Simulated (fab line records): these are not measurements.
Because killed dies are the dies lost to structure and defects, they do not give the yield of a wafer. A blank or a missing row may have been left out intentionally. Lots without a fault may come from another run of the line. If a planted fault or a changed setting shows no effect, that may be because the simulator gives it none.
fab line records	flow sky130
record lots=11	wafers=33	last-day=49
route steps=708 shown FIELD_ISO@28 SONOS_TUNNEL@161 POLY_CUT@318 CONTACT@430
lots that met no fault: from a run of the same line without faults
start-h: start of the lot's first displayed wafer, in hours after the record's first day	wait-h: how many hours have passed since the lot's step before this one	" unchanged from the row above	L1.1+2: a row that stands for several wafers	- either no value or no given start	* or withheld: withheld	< > ~ a bound
route shown NAME@n: names a module that has steps shown in the file, with the first one's number in the route	usual: mean/standard deviation taken from wafers without a fault	same: alike in all rows	chamber/n: place in a boat	sites: readings site by site	_std_site: standard deviation of those values	_edge_site: the outer-site mean with the inner-site mean subtracted	radius-mm: how far each site lies from the wafer's centre	mask NAME#n: copy n	behind: the last tool/chamber to shape the wafer	hold: why the lot was held/for how many hours/how that ended	device: whichever transistor did not switch (one of n, p or np)	end of line: tests of these same wafers at the route's end	where a step has no rows: the recipe by itself	killed: dies lost to structure and defects at the first sort, not the wafer's yield	map: shows each die of a wafer: x if killed, . if not, _ if none is there
set.NAME: the setting as run; set.NAME@STEP: as run at that earlier step	model.NAME: the simulator's own value behind a step, which no gauge read
a sample of lots followed through the steps of the route, with each step as a table and each wafer as a row
services: a tool's chamber out of use, with start hour (start-h, from the record's first day; less than 0 if before it), hours out, and reason
## steps
# step SKY_FIELD_ISO_CMP_27
# recipe stop-on=Si3N4	t-overpolish-s=16	down-force-psi=4	platen-rpm=60	target-thk-nm=457.8	pad-velocity-m-s=0.94248
# usual motor-current-A=12.1/1.3	overpolish-run-s=15.999/0.0094	time-to-endpoint-s=111/3.9
lot.wafer	tool	chamber	start-h	wait-h	motor-current-A	overpolish-run-s	time-to-endpoint-s
L792.4	cmp-02	1	39.32	0.0	13.6	15.986	106
L792.3	"	2	"	"	11.5	15.987	104
L792.2	"	0	"	"	10.6	15.995	107
L793.3	cmp-01	0	50.78	0.3	13.9	15.995	112
L793.1	"	1	"	"	12.7	15.999	107
L793.2	"	2	"	"	12.5	15.993	114
L795.3	cmp-01	2	57.75	0.0	12.6	15.996	115
L795.2	"	0	"	"	14.0	16.006	107
L795.5	"	3	"	"	10.2	16.007	114
L798.3	cmp-01	3	65.45	0.0	9.8	15.996	107
L798.4	"	0	"	"	14.4	15.972	106
L798.5	"	0	"	"	13.6	16.001	103
L799.3	cmp-02	3	75.37	0.1	12.5	16.005	112
L799.1	"	1	"	"	13.6	15.993	111
L799.6	"	3	"	"	13.1	15.999	115
L800.1	cmp-02	0	79.36	0.1	10.7	16.016	112
L800.3	"	1	"	"	12.7	16.004	110
L800.4	"	2	"	"	11.8	15.999	111
L804.1	cmp-01	3	98.18	0.1	10.1	15.991	115
L804.3	"	0	"	"	13.9	16.002	110
L804.6	"	2	"	"	11.9	15.989	116
L805.3	cmp-02	2	102.48	0.1	12.3	16.005	107
L805.4	"	0	"	"	10.3	16.017	109
L805.5	"	2	"	"	12.2	15.989	113
L808.2	cmp-02	2	116.66	0.0	11.5	15.988	110
L808.4	"	3	"	"	12.6	16.002	116
L808.5	"	2	"	"	12.3	15.993	110
L809.2	cmp-02	3	121.16	0.0	12.6	15.993	109
L809.3	"	0	"	"	10.4	15.994	104
L809.1	"	2	"	"	12.1	16.003	108
L810.1	cmp-02	3	126.94	0.3	13.0	16.009	118
L810.2	"	1	"	"	13.5	16.008	109
L810.6	"	2	"	"	11.8	15.993	113
# step SKY_SONOS_TUNNEL_CD_MEAS_07
# recipe target-cd-nm=410
# usual cd-nm=410.6/2.4
lot.wafer	tool	chamber	start-h	wait-h	cd-nm
L792.2	cd-sem-02	-	263.87	0.1	412.3
L792.3	"	-	"	"	409.5
L792.4	"	-	"	"	410.9
L793.1	cd-sem-01	-	274.05	0.1	406.6
L793.2	"	-	"	"	406.2
L793.3	"	-	"	"	407.8
L795.2	cd-sem-01	-	280.42	0.1	410.3
L795.3	"	-	"	"	410.5
L795.5	"	-	"	"	413.0
L798.3	cd-sem-01	-	297.19	0.1	413.0
L798.4	"	-	"	"	413.0
L798.5	"	-	"	"	410.4
L799.1	cd-sem-02	-	311.69	0.1	413.3
L799.3	"	-	"	"	412.6
L799.6	"	-	"	"	412.2
L800.1	cd-sem-02	-	315.45	0.1	413.9
L800.3	"	-	"	"	413.6
L800.4	"	-	"	"	415.5
L804.1	cd-sem-02	-	343.54	0.1	410.9
L804.3	"	-	"	"	409.8
L804.6	"	-	"	"	410.2
L805.3	cd-sem-02	-	349.54	0.1	407.3
L805.4	"	-	"	"	408.9
L805.5	"	-	"	"	409.4
L808.2	cd-sem-01	-	372.12	0.1	413.3
L808.4	"	-	"	"	411.9
L808.5	"	-	"	"	412.4
L809.1	cd-sem-02	-	378.15	0.1	414.4
L809.2	"	-	"	"	413.0
L809.3	"	-	"	"	412.2
L810.1	cd-sem-02	-	389.89	0.1	410.9
L810.2	"	-	"	"	408.7
L810.6	"	-	"	"	412.3
# step SKY_POLY_CUT_ETCH_11
# recipe target=Si3N4	chemistry=CF4/CH2F2/Ar	stop-on=poly-Si	source-w=600	bias-w=150	pressure-mtorr=40	cf4-flow-sccm=40	ch2f2-flow-sccm=20	Ar_flow_sccm=150	time-s=42.5	target-depth-a=600
# usual bias-w=149.9/0.43	ch2f2-flow-sccm=20.01/0.069	drypump-motor-current-A=5.9/0.46	oes-product-au=0.826/0.006	throttle-valve-pct=14.994/0.0093
lot.wafer	tool	chamber	start-h	wait-h	bias-w	ch2f2-flow-sccm	drypump-motor-current-A	oes-product-au	rf-hours-counter-h	throttle-valve-pct
L792.2	rie-diel-01	0	591.25	0.0	150.2	20.01	5.9	0.835	32	15.016
L792.3	"	1	"	"	150.7	19.89	6.7	0.826	68	14.988
L792.4	"	2	"	"	149.8	20.04	6.4	0.832	5	14.980
L793.1	rie-diel-04	3	593.80	0.0	150.6	20.04	5.3	0.830	11	15.001
L793.2	"	0	"	"	149.8	19.98	5.6	0.826	4	14.996
L793.3	"	2	"	"	149.1	20.03	6.4	0.818	6	14.989
L795.2	rie-diel-02	0	601.85	0.0	149.6	20.15	6.0	0.829	9	14.984
L795.3	"	3	"	"	149.9	20.00	5.6	0.829	5	14.989
L795.5	"	1	"	"	150.3	20.07	5.3	0.827	-	14.981
L798.3	rie-diel-01	3	613.94	0.0	149.8	19.89	5.4	0.826	-	15.005
L798.4	"	2	"	"	149.2	20.02	6.5	0.827	-	14.983
L798.5	"	2	"	"	149.6	20.01	6.4	0.825	-	15.013
L799.1	rie-diel-04	3	631.34	0.0	149.7	20.05	5.3	0.824	12	14.999
L799.3	"	2	"	"	149.9	20.15	6.4	0.819	7	14.993
L799.6	"	0	"	"	149.3	20.02	5.6	0.820	-	15.011
L800.1	rie-diel-02	3	634.70	0.0	150.6	20.02	5.6	0.820	5	14.985
L800.3	"	0	"	"	150.0	19.85	6.0	0.832	10	14.978
L800.4	"	1	"	"	149.7	20.20	5.2	0.828	6	14.976
L804.1	rie-diel-01	0	659.29	0.0	149.5	19.97	5.9	0.818	33	14.988
L804.3	"	1	"	"	149.5	20.01	6.8	0.826	0	15.004
L804.6	"	3	"	"	150.5	20.14	5.5	0.827	-	14.982
L805.3	rie-diel-02	2	682.84	0.0	150.0	20.12	6.2	0.829	4	14.995
L805.4	"	0	"	"	150.1	19.99	6.0	0.832	11	14.989
L805.5	"	3	"	"	150.4	19.98	5.7	0.826	-	14.988
L808.2	rie-diel-02	2	691.49	0.0	148.7	20.04	6.2	0.819	5	15.014
L808.4	"	3	"	"	150.2	20.06	5.6	0.839	7	15.007
L808.5	"	1	"	"	149.4	20.03	5.3	0.836	-	15.003
L809.1	rie-diel-04	3	697.70	0.0	150.1	20.07	5.3	0.818	13	15.002
L809.2	"	1	"	"	150.3	19.98	6.1	0.822	12	14.984
L809.3	"	2	"	"	150.5	19.96	6.4	0.827	8	14.975
L810.1	rie-diel-04	2	705.09	0.0	149.8	19.93	6.4	0.819	9	14.994
L810.2	"	1	"	"	149.8	19.92	6.1	0.817	12	14.999
L810.6	"	0	"	"	149.7	20.07	5.6	0.820	-	14.987
# step SKY_CONTACT_CVD_24
# recipe material=W	target-thk-nm=340	time-s=102.12	temp-c=400	pressure-torr=40
# usual heater-power-w=841/35
lot.wafer	tool	chamber	start-h	wait-h	heater-power-w
L792.2	cvd-w-01	0	763.94	0.0	853
L792.3	"	0	"	"	858
L792.4	"	1	"	"	848
L793.1	cvd-w-01	1	768.32	0.0	867
L793.2	"	0	"	"	835
L793.3	"	0	"	"	809
L795.2	cvd-w-02	0	776.83	0.0	751
L795.3	"	0	"	"	785
L795.5	"	1	"	"	837
L798.3	cvd-w-02	0	785.18	0.1	750
L798.4	"	1	"	"	872
L798.5	"	0	"	"	742
L799.1	cvd-w-01	0	801.63	0.0	831
L799.3	"	0	"	"	832
L799.6	"	1	"	"	870
L800.1	cvd-w-01	1	805.58	0.0	860
L800.3	"	0	"	"	847
L800.4	"	1	"	"	847
L804.1	cvd-w-01	0	827.13	0.0	853
L804.3	"	1	"	"	868
L804.6	"	0	"	"	812
L805.3	cvd-w-02	0	849.72	0.1	755
L805.4	"	1	"	"	839
L805.5	"	0	"	"	781
L808.2	cvd-w-01	1	858.49	0.0	860
L808.4	"	1	"	"	859
L808.5	"	0	"	"	855
L809.1	cvd-w-01	1	863.58	0.0	860
L809.2	"	0	"	"	848
L809.3	"	1	"	"	884
L810.1	cvd-w-01	1	868.95	0.0	876
L810.2	"	0	"	"	835
L810.6	"	0	"	"	836
# step SKY_CONTACT_RS_MEAS_25
# recipe thk-meas-gauge=four-point-probe	reads=W_of_CONTACT_CVD_24+TiN_of_CONTACT_SPUTTER_23
# usual CONTACT_W_RS=0.336/0.0037
lot.wafer	tool	chamber	start-h	wait-h	CONTACT_W_RS[ohm/sq]
L792.2	film-metro-04	-	764.07	0.1	0.339
L792.3	"	-	"	"	0.338
L792.4	"	-	"	"	0.338
L793.1	film-metro-04	-	768.43	0.1	0.337
L793.2	"	-	"	"	0.337
L793.3	"	-	"	"	0.338
L795.2	film-metro-02	-	776.96	0.1	0.341
L795.3	"	-	"	"	0.340
L795.5	"	-	"	"	0.335
L798.3	film-metro-04	-	785.34	0.1	0.341
L798.4	"	-	"	"	0.338
L798.5	"	-	"	"	0.340
L799.1	film-metro-04	-	801.74	0.1	0.337
L799.3	"	-	"	"	0.335
L799.6	"	-	"	"	0.339
L800.1	film-metro-04	-	805.69	0.1	0.336
L800.3	"	-	"	"	0.327
L800.4	"	-	"	"	0.337
L804.1	film-metro-02	-	827.24	0.1	0.337
L804.3	"	-	"	"	0.336
L804.6	"	-	"	"	0.333
L805.3	film-metro-01	-	849.83	0.1	0.340
L805.4	"	-	"	"	0.337
L805.5	"	-	"	"	0.343
L808.2	film-metro-04	-	858.62	0.1	0.227
L808.4	"	-	"	"	0.228
L808.5	"	-	"	"	0.332
L809.1	film-metro-02	-	863.69	0.1	0.228
L809.2	"	-	"	"	0.331
L809.3	"	-	"	"	0.228
L810.1	film-metro-04	-	869.06	0.1	0.232
L810.2	"	-	"	"	0.336
L810.6	"	-	"	"	0.335
# step SKY_CONTACT_THK_MEAS_26
# recipe thk-meas-gauge=xrf	reads=W_of_CONTACT_CVD_24
# usual CONTACT_W_THK=349/5.5
lot.wafer	tool	chamber	start-h	wait-h	CONTACT_W_THK[nm]
L792.2	film-metro-04	-	764.18	0.1	347
L792.3	"	-	"	"	348
L792.4	"	-	"	"	349
L793.1	film-metro-04	-	768.55	0.1	350
L793.2	"	-	"	"	349
L793.3	"	-	"	"	351
L795.2	film-metro-02	-	777.07	0.1	340
L795.3	"	-	"	"	341
L795.5	"	-	"	"	345
L798.3	film-metro-04	-	785.44	0.1	347
L798.4	"	-	"	"	349
L798.5	"	-	"	"	347
L799.1	film-metro-04	-	801.86	0.1	352
L799.3	"	-	"	"	352
L799.6	"	-	"	"	347
L800.1	film-metro-04	-	805.81	0.1	352
L800.3	"	-	"	"	361
L800.4	"	-	"	"	351
L804.1	film-metro-02	-	827.36	0.1	351
L804.3	"	-	"	"	352
L804.6	"	-	"	"	354
L805.3	film-metro-01	-	849.93	0.1	344
L805.4	"	-	"	"	346
L805.5	"	-	"	"	340
L808.2	film-metro-04	-	858.73	0.1	524
L808.4	"	-	"	"	517
L808.5	"	-	"	"	354
L809.1	film-metro-02	-	863.81	0.1	527
L809.2	"	-	"	"	359
L809.3	"	-	"	"	523
L810.1	film-metro-04	-	869.18	0.1	501
L810.2	"	-	"	"	344
L810.6	"	-	"	"	347
# step SKY_CONTACT_CMP_27
# recipe stop-on=SiO2	t-overpolish-s=15	down-force-psi=3.5	platen-rpm=60	target-thk-nm=0	pad-velocity-m-s=0.94248
# usual motor-current-A=11.1/1.2	time-to-endpoint-s=83/3.7
lot.wafer	tool	chamber	start-h	wait-h	motor-current-A	time-to-endpoint-s
L792.3	cmp-01	2	764.23	0.0	11.3	82
L792.2	"	3	"	"	9.4	81
L792.4	"	1	"	"	10.3	79
L793.3	cmp-01	2	768.66	0.1	11.7	83
L793.2	"	3	"	"	9.6	81
L793.1	"	0	"	"	12.8	76
L795.3	cmp-02	2	777.12	0.0	11.1	84
L795.2	"	1	"	"	12.3	83
L795.5	"	2	"	"	11.2	83
L798.4	cmp-01	0	785.79	0.3	12.6	77
L798.3	"	1	"	"	11.3	78
L798.5	"	3	"	"	9.0	80
L799.1	cmp-01	2	801.97	0.1	10.8	83
L799.3	"	0	"	"	12.8	82
L799.6	"	1	"	"	11.3	79
L800.4	cmp-01	2	805.92	0.1	10.9	85
L800.3	"	3	"	"	8.8	91
L800.1	"	0	"	"	12.3	87
L804.1	cmp-02	2	827.42	0.1	10.9	86
L804.3	"	0	"	"	9.8	86
L804.6	"	2	"	"	11.1	82
L805.3	cmp-01	1	849.97	0.0	11.5	77
L805.4	"	2	"	"	11.1	82
L805.5	"	1	"	"	11.5	78
L808.4	cmp-02	1	858.86	0.1	12.0	121
L808.2	"	3	"	"	11.8	126
L808.5	"	1	"	"	11.7	85
L809.3	cmp-01	3	866.72	2.9	8.6	115
L809.1	"	0	"	"	12.9	114
L809.2	"	1	"	"	11.8	78
L810.2	cmp-01	1	869.47	0.3	11.1	77
L810.1	"	3	"	"	8.8	117
L810.6	"	1	"	"	11.2	80
## services
tool	chamber	start-h	hours	kind
cmp-02	-	45.56	7.5	pm
cmp-01	-	52.50	4.3	repair
cmp-02	-	64.34	4.0	pm
cmp-01	-	68.60	6.4	pm
cmp-01	-	78.12	1.7	repair
cmp-01	-	125.54	2.8	pm
cmp-01	-	207.74	0.8	repair
cmp-01	-	232.00	4.0	pm
cmp-01	-	446.64	5.6	repair
cmp-01	-	494.54	3.1	pm
cmp-01	-	497.99	1.0	repair
cmp-01	-	503.19	1.1	repair
cmp-01	-	509.63	0.2	repair
cmp-01	-	572.00	4.0	pm
cmp-01	-	586.87	5.0	repair
cmp-01	-	618.69	2.8	repair
cmp-01	-	619.10	0.8	repair
cmp-01	-	629.89	2.3	repair
cmp-01	-	683.75	1.0	repair
cmp-01	-	724.00	9.1	pm
cmp-01	-	771.98	0.6	repair
cmp-01	-	787.74	0.5	repair
cmp-01	-	850.40	16.3	repair
cmp-01	-	863.52	0.5	repair
## key
first-sign step=SKY_CONTACT_RS_MEAS_25	reading=CONTACT_W_RS	direction=down	sigmas=29	usual=0.336	struck=0.229
effect step=SKY_CONTACT_THK_MEAS_26	reading=CONTACT_W_THK	direction=up	sigmas=31	usual=349	struck=518
effect step=SKY_CONTACT_CMP_27	reading=time-to-endpoint-s	direction=up	sigmas=9.9	usual=*	struck=*
met-at SKY_CONTACT_CVD_24
struck-lots L808,L809,L810
struck-wafers L808.2,L808.4,L809.1,L809.3,L810.1
tester-left-out L808,L809,L810
not-acting-at SKY_FIELD_ISO_CMP_27,SKY_SONOS_TUNNEL_CD_MEAS_07,SKY_POLY_CUT_ETCH_11
onset-between 827.13 858.49
fault kind=process-parameter-drift	tool=cvd-w-01	chamber=1	onset-h=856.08	steps=SKY_CONTACT_CVD_24	channel=target-thk-nm	offset=160.03	shape=step	end-h=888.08	acts-in=these-recipes-only	stated=340
# tester-left-out: of these lots the tester's yield and bins aren't shown, on N5 and GAA mostly nor the transistor test; their killed dies are dies lost to structure and defects alone, not to doping, threshold or leakage, so they don't give the yield
